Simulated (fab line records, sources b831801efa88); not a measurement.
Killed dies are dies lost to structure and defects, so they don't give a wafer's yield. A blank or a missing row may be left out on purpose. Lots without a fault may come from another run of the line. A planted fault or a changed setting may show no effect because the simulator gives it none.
Chamber matching | flow sky130 | SKY_VIA4_CMP_21 on cmp-01: 4 sister chambers
The step polishes, stops on SiO2, t overpolish 25 s, target thk 0 nm. 4 wafers are shown with their chamber, then 9 later ones without.

WAFERS WITH THEIR CHAMBER
wafer  | chamber | motor_current_A (A)
L469.1 | 3       | 11.2
L469.5 | 1       | 11.7
L472.4 | 2       | 10.4
L472.6 | 0       | 11.6

WAFERS WITHOUT THEIR CHAMBER
wafer  | motor_current_A (A)
L473.1 | 11.4
L473.3 | 10.5
L473.4 | 11.2
L474.1 | 10.7
L474.3 | 12.1
L474.6 | 11.5
L476.3 | 11.5
L476.4 | 11.5
L476.6 | 11.2

WHICH CHAMBER EACH WENT THROUGH
wafer  | from the rows above          | in truth
L473.1 | can't be placed: 0 or 3 or 1 | 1
L473.3 | 2                            | 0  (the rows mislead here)
L473.4 | 3                            | 3
L474.1 | can't be placed: 2 or 3      | 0
L474.3 | can't be placed: 1 or 0      | 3
L474.6 | can't be placed: 0 or 1 or 3 | 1
L476.3 | can't be placed: 0 or 1 or 3 | 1
L476.4 | can't be placed: 0 or 1 or 3 | 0
L476.6 | 3                            | 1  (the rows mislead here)
Placed correctly: 1 of 9. Can't be placed from these rows: 6 (the true chamber is among the candidates in 4). Placed wrongly: 2.
How it was worked out, from the rows above alone: a wafer's distance from a chamber is the root of the sum, over the readings, of the square of ((its reading less the chamber's mean) divided by the reading's scatter). The wafer belongs to the nearest chamber; if the next one is less than 2 further off, it can't be placed. A chamber's mean is the mean of its shown wafers. The scatter: with one shown wafer a chamber, the root of the mean of the squares of how far each hidden wafer lies from its nearest shown one.
